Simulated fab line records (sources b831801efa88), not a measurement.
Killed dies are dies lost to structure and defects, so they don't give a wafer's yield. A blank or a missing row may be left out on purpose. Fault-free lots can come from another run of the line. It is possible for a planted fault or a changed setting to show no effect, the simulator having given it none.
Which tool was responsible?    flow gf180mcu    Sampling: 12 lots, 36 wafers, 6 of 602 route steps

WHAT THE GAUGES READ, wafer by wafer
GF_M4_CD_MEAS_14: target cd 280 nm.
lot   measured      on        cdNm (nm)
L445  day 23 23:42  cdSem-01  279.0 280.1 279.9
L446  day 24 11:29  cdSem-01  280.4 281.2 279.0
L447  day 24 13:56  cdSem-02  280.6 280.4 280.8
L451  day 26 02:31  cdSem-02  269.2 268.6 269.1
L453  day 26 09:46  cdSem-02  270.2 270.1 270.0
L460  day 28 20:02  cdSem-02  279.5 281.1 280.1
L461  day 28 22:47  cdSem-01  280.3 280.8 280.0
L462  day 29 02:44  cdSem-01  279.7 279.2 280.0
L463  day 29 10:26  cdSem-01  280.4 278.6 279.3
L464  day 29 19:54  cdSem-01  279.6 280.7 278.7
L466  day 30 03:55  cdSem-02  280.6 280.2 280.6
L467  day 30 08:05  cdSem-01  278.3 278.2 279.5

GF_V4_THK_MEAS_01.
lot   measured      on            V4_CVD_00_THK (nm)
L445  day 24 00:34  filmMetro-02  602 604 604
L446  day 24 12:22  filmMetro-01  601 600 598
L447  day 24 14:48  filmMetro-02  604 601 605
L451  day 26 03:23  filmMetro-04  599 600 606
L453  day 26 10:40  filmMetro-04  601 600 598
L460  day 28 21:01  filmMetro-04  609 601 608
L461  day 28 23:40  filmMetro-02  608 601 602
L462  day 29 03:40  filmMetro-04  599 597 585
L463  day 29 11:17  filmMetro-01  603 599 604
L464  day 29 20:46  filmMetro-02  602 606 600
L466  day 30 04:49  filmMetro-04  597 603 603
L467  day 30 08:58  filmMetro-04  593 594 600

WHAT TOOL EACH LOT RAN ON (gives the tool, then ch and the chambers of the sampled wafers, and finally the start)
lot   GF_M4_SPUTTER_03             GF_M4_SPUTTER_04             GF_M4_COAT_09                     GF_M4_STRIP_17
L445  pvdSputter-02, day 23 01:19  pvdSputter-02, day 23 01:20  lithoTrack-04 ch 0, day 23 12:25  plasmaAsher-04 ch 0,1, day 23 23:57
L446  pvdSputter-03, day 23 13:40  pvdSputter-03, day 23 13:41  lithoTrack-02 ch 0, day 24 00:17  plasmaAsher-04 ch 0,1, day 24 11:46
L447  pvdSputter-03, day 23 15:52  pvdSputter-03, day 23 15:53  lithoTrack-04 ch 0, day 24 03:11  plasmaAsher-03 ch 0,1, day 24 14:12
L451  pvdSputter-02, day 25 06:05  pvdSputter-02, day 25 06:06  lithoTrack-04 ch 0, day 25 15:26  plasmaAsher-01 ch 0,1, day 26 02:47
L453  pvdSputter-03, day 25 12:44  pvdSputter-03, day 25 12:46  lithoTrack-04 ch 0, day 25 23:11  plasmaAsher-03 ch 0,1, day 26 10:02
L460  pvdSputter-03, day 28 00:59  pvdSputter-03, day 28 01:00  lithoTrack-02 ch 0, day 28 10:17  plasmaAsher-01 ch 0,1, day 28 20:19
L461  pvdSputter-04, day 28 03:36  pvdSputter-04, day 28 03:37  lithoTrack-02 ch 0, day 28 12:47  plasmaAsher-04 ch 0,1, day 28 23:02
L462  pvdSputter-02, day 28 07:36  pvdSputter-02, day 28 07:37  lithoTrack-04 ch 0, day 28 16:44  plasmaAsher-03 ch 0,1, day 29 02:59
L463  pvdSputter-02, day 28 15:37  pvdSputter-02, day 28 15:38  lithoTrack-04 ch 0, day 29 00:59  plasmaAsher-01 ch 0,1, day 29 10:41
L464  pvdSputter-03, day 29 00:46  pvdSputter-03, day 29 00:47  lithoTrack-04 ch 0, day 29 09:46  plasmaAsher-01 ch 0,1, day 29 20:09
L466  pvdSputter-04, day 29 08:54  pvdSputter-04, day 29 08:56  lithoTrack-01 ch 0, day 29 18:22  plasmaAsher-03 ch 0,1, day 30 04:11
L467  pvdSputter-04, day 29 13:26  pvdSputter-04, day 29 13:27  lithoTrack-04 ch 0, day 29 22:47  plasmaAsher-04 ch 0,1, day 30 08:20
- GF_M4_SPUTTER_03: material Ti, target thk 10 nm, time 6.7 s.
- GF_M4_SPUTTER_04: material TiN, target thk 50 nm, time 41.7 s.
- GF_M4_COAT_09: resist thk 1000 nm.
- GF_M4_STRIP_17: strips in O2/N2.

AS READ BY THE TOOLS THEMSELVES (means over the sampled wafers that have a number; for cases with no such wafer, the mark the record gives instead)
GF_M4_SPUTTER_03.
lot   tool           throttleValvePct (%)
L445  pvdSputter-02  28.5
L446  pvdSputter-03  29.1
L447  pvdSputter-03  30.0
L451  pvdSputter-02  29.1
L453  pvdSputter-03  29.1
L460  pvdSputter-03  29.5
L461  pvdSputter-04  29.9
L462  pvdSputter-02  29.6
L463  pvdSputter-02  29.1
L464  pvdSputter-03  29.1
L466  pvdSputter-04  29.8
L467  pvdSputter-04  29.2

GF_M4_SPUTTER_04.
lot   tool           throttleValvePct (%)
L445  pvdSputter-02  28.5
L446  pvdSputter-03  28.9
L447  pvdSputter-03  30.0
L451  pvdSputter-02  29.2
L453  pvdSputter-03  28.9
L460  pvdSputter-03  29.3
L461  pvdSputter-04  29.7
L462  pvdSputter-02  29.7
L463  pvdSputter-02  29.0
L464  pvdSputter-03  29.0
L466  pvdSputter-04  29.9
L467  pvdSputter-04  29.1

GF_M4_STRIP_17.
lot   tool            drypumpMotorCurrentA (A)  heaterPowerW (W)  oesProductAu (a.u.)  stripTimeToEndpointS (s)
L445  plasmaAsher-04  5.7                       282               0.557                7.85
L446  plasmaAsher-04  5.4                       284               0.554                7.81
L447  plasmaAsher-03  5.9                       372               0.556                7.89
L451  plasmaAsher-01  5.6                       325               0.471                5.64
L453  plasmaAsher-03  5.9                       369               0.465                5.68
L460  plasmaAsher-01  6.1                       326               0.559                7.88
L461  plasmaAsher-04  5.6                       285               0.554                7.84
L462  plasmaAsher-03  5.9                       376               0.556                7.88
L463  plasmaAsher-01  6.1                       327               0.556                7.82
L464  plasmaAsher-01  6.1                       329               0.555                7.87
L466  plasmaAsher-03  5.9                       377               0.561                7.91
L467  plasmaAsher-04  5.4                       280               0.559                7.86

THE ANSWER, worked out from the rows above alone
Rule: the lots themselves supply what counts as usual. Put in order of their means at a reading, lots are off if they are a third of the lots or fewer, leave a main group of 4 or more, and stand apart from it by a gap of 3 or more times the standard deviation of the main group's means; of several such gaps the widest counts. A main group whose means are all the same, to the digits that the tables above print for the reading, isn't used. Also off: a lot with no number at a reading for which 4 or more lots have one. The other lots that the step has rows for count as sound. First the gauges in route order, then the tools' own readings, where a lot's mean is used as printed above. At the first step where some lot is off, the reading lying furthest off is the one used; lots without a number count as furthest.
Off: L451, L453 (GF_M4_CD_MEAS_14, cdNm). The main group has a mean of 279.9 nm with a standard deviation of 0.56.
If a tool, at a process step before that reading, ran all the lots that are off and no sound lot after the first of them, it fits. Not tried: the gauges at GF_M4_CD_MEAS_14; whatever is off there is also off at GF_M4_STRIP_17, on other tools, and gauge error can't account for it. No candidate that was tried fits.

WHAT THE SIMULATOR PUT IN
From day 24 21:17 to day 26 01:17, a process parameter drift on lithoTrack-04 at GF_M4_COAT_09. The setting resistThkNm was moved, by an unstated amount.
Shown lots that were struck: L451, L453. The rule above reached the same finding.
